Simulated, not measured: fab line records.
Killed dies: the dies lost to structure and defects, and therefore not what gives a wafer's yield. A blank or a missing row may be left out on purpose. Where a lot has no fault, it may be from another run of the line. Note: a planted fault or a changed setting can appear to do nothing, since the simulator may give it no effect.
Struck lot and sound lot, side by side ; flow gf180mcu ; 15 steps out of a route of 602
Sound: these wafers, L223.1, L223.4, L223.6. Struck: wafers L219.2, L219.4, L219.6. The cause is named last.
Per side, at each step with rows, come the tool, then ch with its chambers, and then its first start. Under that, the readings that differ: sound wafers ; struck wafers ; difference of the means ; sigmas: that difference in standard deviations of wafers without a fault.
alike: readings with means less than 2 such deviations apart, plus words and numbers identical on both sides. not compared: withheld readings, readings lacking a value on some wafer, bounds such as >300 that could conceal the same value, and numbers that have no deviation in the record and whose values overlap.
A row with sigmas, a row that says differs or no value, or rows on one side alone: a step with any of these is where the two part. Numbers that have no deviation but don't overlap get no sigmas and don't part them. A reading that every wafer of one side lacks parts them only if that side has two wafers or more.

first, 2 steps without rows for these wafers: GF_MIM_PEB_17; GF_MIM_DEVELOP_18 (develop time 60 s).
GF_MIM_METAL_ETCH_19: etches the open film in Cl2/BCl3, stops on Si3N4, target depth 324.5 nm, time 54.1 s.
  sound on rieMetal-03 ch 1, day 31 15:38; struck on rieMetal-01 ch 0,1, day 30 15:38
reading;sound;struck;difference;sigmas
heBacksideLeakSccm (sccm);3.04 2.94 2.88;3.95 3.58 3.47;+0.71;+3
  alike: chamberPressureMTorr, drypumpMotorCurrentA, oesProductAu, throttleValvePct
  not compared: rfHoursCounterH
GF_MIM_STRIP_20: strips in O2/N2.
  sound on plasmaAsher-02 ch 0,1, day 31 15:42; struck on plasmaAsher-04 ch 0,1, day 30 15:42
reading;sound;struck;difference;sigmas
stripTimeToEndpointS (s);11.13 11.17 11.17;11.30 11.32 11.31;+0.15;+3
  alike: chamberPressureMTorr, drypumpMotorCurrentA, heaterPowerW, oesProductAu
  not compared: rfHoursCounterH
then, 8 steps without rows for these wafers: GF_MIM_STRIP_21 (strips in post etch residue remover, time 1200 s); GF_MIM_CLEAN_22 (cleans in DIW); GF_M5_DEHYDRATE_00 (time 60 s); GF_M5_HMDS_01 (prime time 60 s); GF_M5_COAT_02 (resist thk 1000 nm); GF_M5_SOFTBAKE_03 (time 60 s); GF_M5_EXPOSE_04 (exposes mask Metal5, target cd 280 nm); GF_M5_PEB_05 (peb time 90 s).
GF_M5_DEVELOP_06: develop time 60 s.
  sound on lithoTrack-02 ch 0, day 32 07:35; struck on lithoTrack-01 ch 0, day 31 09:11
reading;sound;struck;difference;sigmas
developerTempC (C);20.89 20.95 21.02;21.66 21.91 21.79;+0.83;+8
  alike: resistLineTempC
GF_M5_CD_MEAS_07: the cd target is 280 nm.
  struck on cdSem-01, day 31 09:19; sound on cdSem-02, day 32 07:44
  alike: cdNm
then, 1 step without rows for these wafers: GF_PASSIVATION_PROBE_99.

WHERE THEY PART
At GF_MIM_METAL_ETCH_19 first; at GF_M5_DEVELOP_06 last (within this record only). Later steps at which nothing parts them and some readings are alike: GF_M5_CD_MEAS_07.

WHY: the cause the simulator had injected
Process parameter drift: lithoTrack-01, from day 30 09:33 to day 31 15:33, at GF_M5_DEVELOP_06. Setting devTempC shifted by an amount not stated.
